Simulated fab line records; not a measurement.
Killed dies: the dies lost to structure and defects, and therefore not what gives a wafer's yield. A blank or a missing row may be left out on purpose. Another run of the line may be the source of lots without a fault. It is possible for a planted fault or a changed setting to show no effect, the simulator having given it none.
fab line records | flow sky130
record lots=13 | wafers=38 | lastDay=50
route steps=708 shown LDD_LDN@296 SPACER@305 POLY_CUT@315 SD_P@322 PAD_OPEN@708
lots that met no fault: from a run of the same line without faults
startH: hours from the record's first day to the start of the lot's first wafer shown | waitH: hours elapsed since this lot's preceding step | " same as the row above | L1.1+2: a row that stands for several wafers | - either no value or no given start | * or withheld: withheld | < > ~ a bound
route shown NAME@n: names a module that has steps shown in the file, with the first one's number in the route | usual: mean/standard deviation of fault-free wafers | same: alike in all rows | chamber/n: place in a boat | sites: each site's reading | _std_site: how widely they spread, as a standard deviation | _edge_site: outer sites' mean less inner sites' | radiusMm: for every site, how far away it sits from the centre of the wafer | mask NAME#n: copy n | behind: tool/chamber where the wafer was last shaped | hold: why the lot was held/for how many hours/how that ended | device: names the non-switching transistor (n, p or np) | end of line: at the end of the route, the tests of the same wafers | a step without rows: its recipe alone | killed: dies that structure and defects cost at the first sort, which is not the same as the wafer's yield | map: the dies of a wafer, with x for killed, . for not killed, _ for no die there
set.NAME: the setting as run; set.NAME@STEP: as run at that earlier step | model.NAME: the simulator's own value behind a step, which no gauge read
one table for each step of the route and one row for each wafer, over a sample of lots
services: the hour from which a tool's chamber was out of use, counted from the record's first day as startH (under 0 if before that day), plus the number of hours and why
## steps
# step SKY_LDD_LDN_OVL_MEAS_07
# usual LDD_LDN_OVL=0.3/1.3
lot.wafer | tool       | chamber | startH | waitH | LDD_LDN_OVL[nm]
L577.2    | overlay-01 | -       | 534.47 | 0.1   | 0.2
L577.3    | "          | -       | "      | "     | -0.7
L577.5    | "          | -       | "      | "     | -0.2
L578.3    | overlay-01 | -       | 537.32 | 0.1   | 0.0
L578.5    | "          | -       | "      | "     | -0.7
L578.6    | "          | -       | "      | "     | 1.3
L579.3    | overlay-01 | -       | 552.62 | 0.1   | 1.3
L579.4    | "          | -       | "      | "     | 0.8
L579.5    | "          | -       | "      | "     | -1.2
L580.1    | overlay-01 | -       | 565.76 | 0.1   | 0.8
L580.2    | "          | -       | "      | "     | 0.2
L580.5    | "          | -       | "      | "     | -0.9
L581.2    | overlay-02 | -       | 567.81 | 0.1   | 2.4
L581.5    | "          | -       | "      | "     | 1.6
L581.6    | "          | -       | "      | "     | 1.7
L582.1    | overlay-01 | -       | 576.51 | 0.1   | -1.1
L582.2    | "          | -       | "      | "     | -2.1
L582.3    | "          | -       | "      | "     | -2.2
L583.1    | overlay-02 | -       | 587.86 | 0.1   | 0.2
L583.5    | "          | -       | "      | "     | -0.2
L583.6    | "          | -       | "      | "     | 0.0
L590.2    | overlay-02 | -       | 649.16 | 0.1   | 1.6
L590.4    | "          | -       | "      | "     | 1.4
L590.6    | "          | -       | "      | "     | 0.5
L591.2    | overlay-02 | -       | 657.37 | 0.1   | 2.4
L591.5    | "          | -       | "      | "     | 2.3
L594.1    | overlay-01 | -       | 677.91 | 0.1   | -0.3
L594.2    | "          | -       | "      | "     | -1.1
L594.6    | "          | -       | "      | "     | -1.6
L595.1    | overlay-01 | -       | 686.02 | 0.1   | -0.1
L595.3    | "          | -       | "      | "     | -0.1
L595.6    | "          | -       | "      | "     | 1.1
L596.2    | overlay-02 | -       | 696.27 | 0.1   | -0.6
L596.4    | "          | -       | "      | "     | 1.6
L596.6    | "          | -       | "      | "     | 0.9
L597.1    | overlay-02 | -       | 719.91 | 0.1   | -0.1
L597.3    | "          | -       | "      | "     | 0.4
L597.6    | "          | -       | "      | "     | 0.9
# step SKY_SPACER_THK_MEAS_01
# recipe reads=Si3N4_of_SPACER_CVD_00
# usual SPACER_CVD_00_THK=43.0/0.36
lot.wafer | tool         | chamber | startH | waitH | SPACER_CVD_00_THK[nm]
L577.2    | filmMetro-02 | -       | 536.54 | 0.0   | 42.5
L577.3    | "            | -       | "      | "     | 42.9
L577.5    | "            | -       | "      | "     | 42.9
L578.3    | filmMetro-01 | -       | 539.38 | 0.0   | 43.4
L578.5    | "            | -       | "      | "     | 43.2
L578.6    | "            | -       | "      | "     | 43.1
L579.3    | filmMetro-03 | -       | 554.68 | 0.0   | 43.3
L579.4    | "            | -       | "      | "     | 42.9
L579.5    | "            | -       | "      | "     | 43.0
L580.1    | filmMetro-03 | -       | 568.99 | 0.0   | 42.9
L580.2    | "            | -       | "      | "     | 42.8
L580.5    | "            | -       | "      | "     | 42.8
L581.2    | filmMetro-03 | -       | 570.20 | 0.0   | 42.3
L581.5    | "            | -       | "      | "     | 42.8
L581.6    | "            | -       | "      | "     | 43.0
L582.1    | filmMetro-03 | -       | 578.56 | 0.0   | 42.9
L582.2    | "            | -       | "      | "     | 43.5
L582.3    | "            | -       | "      | "     | 43.2
L583.1    | filmMetro-03 | -       | 590.51 | 0.0   | 42.8
L583.5    | "            | -       | "      | "     | 42.9
L583.6    | "            | -       | "      | "     | 43.0
L590.2    | filmMetro-03 | -       | 652.52 | 0.0   | 43.0
L590.4    | "            | -       | "      | "     | 43.3
L590.6    | "            | -       | "      | "     | 42.9
L591.2    | filmMetro-02 | -       | 659.68 | 0.0   | 43.3
L591.5    | "            | -       | "      | "     | 43.1
L594.1    | filmMetro-02 | -       | 680.70 | 0.0   | 43.3
L594.2    | "            | -       | "      | "     | 43.0
L594.6    | "            | -       | "      | "     | 43.4
L595.1    | filmMetro-02 | -       | 689.00 | 0.0   | 42.8
L595.3    | "            | -       | "      | "     | 43.0
L595.6    | "            | -       | "      | "     | 42.7
L596.2    | filmMetro-01 | -       | 698.42 | 0.0   | 43.5
L596.4    | "            | -       | "      | "     | 43.5
L596.6    | "            | -       | "      | "     | 43.0
L597.1    | filmMetro-01 | -       | 722.73 | 0.0   | 42.7
L597.3    | "            | -       | "      | "     | 42.9
L597.6    | "            | -       | "      | "     | 42.8
# step SKY_POLY_CUT_CD_MEAS_08
# recipe targetCdNm=270
# usual cdNm=270.0/1.2
lot.wafer | tool     | chamber | startH | waitH | cdNm
L577.2    | cdSem-02 | -       | 566.34 | -     | 269.9
L577.3    | "        | -       | "      | "     | 270.8
L577.5    | "        | -       | "      | "     | 269.3
L578.3    | cdSem-01 | -       | 569.10 | -     | 268.9
L578.5    | "        | -       | "      | "     | 269.2
L578.6    | "        | -       | "      | "     | 268.3
L579.3    | cdSem-02 | -       | 585.27 | -     | 269.3
L579.4    | "        | -       | "      | "     | 269.7
L579.5    | "        | -       | "      | "     | 270.1
L580.1    | cdSem-02 | -       | 598.63 | -     | 269.5
L580.2    | "        | -       | "      | "     | 269.8
L580.5    | "        | -       | "      | "     | 271.4
L581.2    | cdSem-01 | -       | 599.84 | -     | 270.6
L581.5    | "        | -       | "      | "     | 270.3
L581.6    | "        | -       | "      | "     | 272.3
L582.1    | cdSem-01 | -       | 607.56 | -     | 271.0
L582.2    | "        | -       | "      | "     | 270.6
L582.3    | "        | -       | "      | "     | 269.8
L583.1    | cdSem-01 | -       | 618.86 | -     | 268.6
L583.5    | "        | -       | "      | "     | 268.8
L583.6    | "        | -       | "      | "     | 268.3
L590.2    | cdSem-02 | -       | 681.54 | -     | 270.1
L590.4    | "        | -       | "      | "     | 270.3
L590.6    | "        | -       | "      | "     | 268.9
L591.2    | cdSem-02 | -       | 687.25 | -     | 270.8
L591.5    | "        | -       | "      | "     | 271.6
L594.1    | cdSem-01 | -       | 709.07 | -     | 269.4
L594.2    | "        | -       | "      | "     | 268.9
L594.6    | "        | -       | "      | "     | 269.3
L595.1    | cdSem-02 | -       | 716.66 | -     | 270.3
L595.3    | "        | -       | "      | "     | 270.0
L595.6    | "        | -       | "      | "     | 270.4
L596.2    | cdSem-02 | -       | 725.45 | -     | 268.6
L596.4    | "        | -       | "      | "     | 271.5
L596.6    | "        | -       | "      | "     | 270.1
L597.1    | cdSem-01 | -       | 750.11 | -     | 266.7
L597.3    | "        | -       | "      | "     | 267.7
L597.6    | "        | -       | "      | "     | 267.0
# step SKY_SD_P_COAT_02
# recipe resist=NOVOLAK | spinRpm=3000 | resistThkNm=1140
# usual resistLineTempC=22.99/0.1
lot.wafer | tool          | chamber | startH | waitH | resistLineTempC
L577.2    | lithoTrack-04 | 0       | 581.56 | 0.1   | 22.90
L577.3    | "             | 0       | "      | "     | 22.97
L577.5    | "             | 0       | "      | "     | 22.72
L578.3    | lithoTrack-02 | 0       | 584.31 | 0.1   | 23.13
L578.5    | "             | 0       | "      | "     | 22.94
L578.6    | "             | 0       | "      | "     | 22.92
L579.3    | lithoTrack-01 | 0       | 599.41 | 0.1   | 22.92
L579.4    | "             | 0       | "      | "     | 22.97
L579.5    | "             | 0       | "      | "     | 22.94
L580.1    | lithoTrack-01 | 0       | 613.86 | 0.1   | 23.07
L580.2    | "             | 0       | "      | "     | 23.05
L580.5    | "             | 0       | "      | "     | 23.16
L581.2    | lithoTrack-04 | 0       | 615.31 | 0.1   | 23.08
L581.5    | "             | 0       | "      | "     | 22.88
L581.6    | "             | 0       | "      | "     | 23.04
L582.1    | lithoTrack-02 | 0       | 622.06 | 0.1   | 23.18
L582.2    | "             | 0       | "      | "     | 22.93
L582.3    | "             | 0       | "      | "     | 22.99
L583.1    | lithoTrack-01 | 0       | 632.61 | 0.1   | 23.01
L583.5    | "             | 0       | "      | "     | 23.01
L583.6    | "             | 0       | "      | "     | 23.04
L590.2    | lithoTrack-02 | 0       | 695.69 | 0.1   | 23.05
L590.4    | "             | 0       | "      | "     | 22.99
L590.6    | "             | 0       | "      | "     | 23.00
L591.2    | lithoTrack-02 | 0       | 701.44 | 0.1   | 23.06
L591.5    | "             | 0       | "      | "     | 22.95
L594.1    | lithoTrack-01 | 0       | 722.96 | 0.1   | 22.93
L594.2    | "             | 0       | "      | "     | 23.18
L594.6    | "             | 0       | "      | "     | 23.05
L595.1    | lithoTrack-01 | 0       | 730.11 | 0.1   | 23.02
L595.3    | "             | 0       | "      | "     | 22.99
L595.6    | "             | 0       | "      | "     | 22.97
L596.2    | lithoTrack-01 | 0       | 739.48 | 0.1   | 22.97
L596.4    | "             | 0       | "      | "     | 22.98
L596.6    | "             | 0       | "      | "     | 23.09
L597.1    | lithoTrack-04 | 0       | 763.98 | 0.1   | 23.06
L597.3    | "             | 0       | "      | "     | 23.09
L597.6    | "             | 0       | "      | "     | 22.94
# step SKY_SD_P_STRIP_10
# recipe chemistry=O2/N2 | powerW=1400 | pressureMtorr=1500 | platenTempC=withheld | o2FlowSccm=3000 | n2FlowSccm=300 | overashFraction=0.5
# usual drypumpMotorCurrentA=5.7/0.34 | oesProductAu=0.617/0.0051 | stripTimeToEndpointS=17.51/0.039
lot.wafer | tool           | chamber | startH | waitH | drypumpMotorCurrentA | oesProductAu | rfHoursCounterH | stripTimeToEndpointS
L577.2    | plasmaAsher-04 | 0       | 596.49 | 0.1   | 5.9                  | 0.617        | 17              | 17.52
L577.3    | "              | 1       | "      | "     | 6.3                  | 0.615        | -               | 17.52
L577.5    | "              | 0       | "      | "     | 5.9                  | 0.623        | -               | 17.53
L578.3    | plasmaAsher-01 | 1       | 599.10 | 0.1   | 5.4                  | 0.614        | -               | 17.49
L578.5    | "              | 1       | "      | "     | 5.5                  | 0.622        | -               | 17.49
L578.6    | "              | 0       | "      | "     | 5.1                  | 0.624        | -               | 17.50
L579.3    | plasmaAsher-04 | 0       | 615.40 | 0.1   | 5.9                  | 0.618        | -               | 17.54
L579.4    | "              | 1       | "      | "     | 6.2                  | 0.615        | -               | 17.54
L579.5    | "              | 1       | "      | "     | 6.2                  | 0.619        | -               | 17.57
L580.1    | plasmaAsher-01 | 1       | 628.34 | 0.1   | 5.5                  | 0.625        | 93              | 17.55
L580.2    | "              | 0       | "      | "     | 5.1                  | 0.621        | 93              | 17.48
L580.5    | "              | 0       | "      | "     | 5.1                  | 0.614        | -               | 17.52
L581.2    | plasmaAsher-04 | 1       | 629.21 | 0.1   | 6.3                  | 0.619        | 20              | 17.54
L581.5    | "              | 1       | "      | "     | 6.3                  | 0.611        | -               | 17.52
L581.6    | "              | 0       | "      | "     | 5.9                  | 0.610        | -               | 17.56
L582.1    | plasmaAsher-04 | 1       | 637.09 | 0.1   | 6.2                  | 0.612        | 21              | 17.45
L582.2    | "              | 0       | "      | "     | 5.8                  | 0.617        | 21              | 17.45
L582.3    | "              | 0       | "      | "     | 5.8                  | 0.621        | -               | 17.50
L583.1    | plasmaAsher-04 | 0       | 647.82 | 0.1   | 5.9                  | 0.616        | 22              | 17.54
L583.5    | "              | 0       | "      | "     | 5.8                  | 0.617        | -               | 17.54
L583.6    | "              | 1       | "      | "     | 6.2                  | 0.615        | -               | 17.58
L590.2    | plasmaAsher-02 | 0       | 709.74 | 0.1   | 5.8                  | 0.617        | 88              | 17.87
L590.4    | "              | 1       | "      | "     | 5.8                  | 0.624        | -               | 17.54
L590.6    | "              | 0       | "      | "     | 5.7                  | 0.618        | -               | 17.51
L591.2    | plasmaAsher-02 | 1       | 715.79 | 0.1   | 5.8                  | 0.621        | 89              | 17.79
L591.5    | "              | 0       | "      | "     | 5.7                  | 0.617        | -               | 17.84
L594.1    | plasmaAsher-02 | 0       | 737.18 | 0.1   | 5.7                  | 0.614        | 91              | 17.61
L594.2    | "              | 1       | "      | "     | 5.8                  | 0.614        | 91              | 17.52
L594.6    | "              | 0       | "      | "     | 5.7                  | 0.619        | -               | 17.56
L595.1    | plasmaAsher-01 | 0       | 744.49 | 0.1   | 5.1                  | 0.619        | 0               | 17.51
L595.3    | "              | 0       | "      | "     | 5.1                  | 0.613        | -               | 17.53
L595.6    | "              | 0       | "      | "     | 5.1                  | 0.622        | -               | 17.50
L596.2    | plasmaAsher-02 | 1       | 753.09 | 0.1   | 5.8                  | 0.616        | 93              | 17.59
L596.4    | "              | 1       | "      | "     | 5.8                  | 0.604        | -               | 17.56
L596.6    | "              | 1       | "      | "     | 5.8                  | 0.613        | -               | 17.56
L597.1    | plasmaAsher-02 | 0       | 777.64 | 0.1   | 5.7                  | 0.616        | 95              | 17.49
L597.3    | "              | 1       | "      | "     | 5.8                  | 0.622        | -               | 17.52
L597.6    | "              | 1       | "      | "     | 5.8                  | 0.615        | -               | 17.47
# step SKY_PAD_OPEN_PROBE_99
# usual killed_at_M0_to_M3=44/6.5 | killed_at_M4_up=3.3/1.7 | killedAtContacts=25/5.3 | killedAtFrontEnd=15/5 | killedAtOther=0.2/0.47 | killedDies=87/9.9 | killedOpen=47/8 | killedShort=39/6.1
# same grossDies=492 | killedAtBackSide=0
lot.wafer | tool      | chamber | startH  | waitH | killed_at_M0_to_M3 | killed_at_M4_up | killedAtContacts | killedAtFrontEnd | killedAtOther | killedDies | killedOpen | killedShort
L591.5    | prober-02 | -       | 1165.14 | 0.2   | 47                 | 4               | 19               | 15               | 0             | 85         | 39         | 46
L595.1    | prober-02 | -       | 1182.77 | 0.1   | 44                 | 3               | 24               | 18               | 0             | 89         | 48         | 41
L595.3    | prober-02 | -       | 1182.87 | 0.2   | 36                 | 4               | 27               | 15               | 1             | 83         | 41         | 42
L595.6    | prober-02 | -       | 1183.02 | 0.2   | 47                 | 3               | 36               | 13               | 0             | 99         | 61         | 38
# killed by level:class
L591.5 VIA1:geometricParticle:open=10 METAL1:geometricParticle:short=7 LI_CONTACT:geometricParticle:open=6 CONTACT:geometricParticle:open=6 METAL2:geometricParticle:short=6 VIA3:geometricParticle:short=6 VIA1:geometricParticle:short=5 FIELD_ISO:geometricParticle:short=4
L595.1 VIA1:geometricParticle:open=17 CONTACT:geometricParticle:short=8 CONTACT:geometricParticle:open=6 VIA3:geometricParticle:open=6 FIELD_ISO:geometricParticle:open=5 METAL2:geometricParticle:short=5 FIELD_ISO:geometricParticle:short=4 POLY_GATE:geometricParticle:short=4
L595.3 CONTACT:geometricParticle:open=9 VIA1:geometricParticle:short=8 VIA1:geometricParticle:open=7 CONTACT:geometricParticle:short=6 LI_CONTACT:geometricParticle:open=6 FIELD_ISO:geometricParticle:open=5 LOCAL_INTERCONNECT:geometricParticle:short=5 VIA3:geometricParticle:open=5
L595.6 VIA1:geometricParticle:open=12 CONTACT:geometricParticle:open=11 VIA3:geometricParticle:open=10 LOCAL_INTERCONNECT:geometricParticle:short=8 CONTACT:geometricParticle:short=7 METAL1:geometricParticle:short=7 VIA2:geometricParticle:open=6 FIELD_ISO:geometricParticle:open=5
## services
tool           | chamber | startH | hours | kind
plasmaAsher-01 | -       | 559.89 | 14.6  | pm
plasmaAsher-04 | -       | 578.12 | 1.9   | repair
plasmaAsher-04 | -       | 599.83 | 4.3   | repair
plasmaAsher-02 | -       | 627.12 | 15.6  | pm
plasmaAsher-02 | -       | 731.80 | 2.3   | repair
plasmaAsher-01 | -       | 733.75 | 9.0   | pm
plasmaAsher-01 | 0       | 733.75 | 9.0   | ventCycle
plasmaAsher-01 | 1       | 733.75 | 9.0   | ventCycle
plasmaAsher-04 | -       | 741.89 | 0.7   | repair
plasmaAsher-01 | 0       | 742.75 | -     | clean
plasmaAsher-01 | 1       | 742.75 | -     | clean
## key
firstSign step=SKY_SD_P_STRIP_10 | reading=stripTimeToEndpointS | direction=up | sigmas=8.4 | usual=* | struck=*
effect none on later readings
metAt SKY_SD_P_COAT_02
struckLots L590,L591
struckWafers L590.2,L591.2,L591.5
testerLeftOut L590,L591
notActingAt SKY_LDD_LDN_OVL_MEAS_07,SKY_SPACER_THK_MEAS_01,SKY_POLY_CUT_CD_MEAS_08
onsetBetween 622.06 695.69
fault kind=processParameterDrift | tool=lithoTrack-02 | chamber=- | onsetH=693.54 | steps=SKY_SD_P_COAT_02 | channel=resistThkNm | offset=34.845 | shape=step | endH=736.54 | scope=struckWafersOnly | actsIn=theseRecipesOnly | stated=1140
# testerLeftOut: of these lots the tester's yield and bins aren't shown, on N5 and GAA mostly nor the transistor test; their killed dies are dies lost to structure and defects alone, not to doping, threshold or leakage, so they don't give the yield
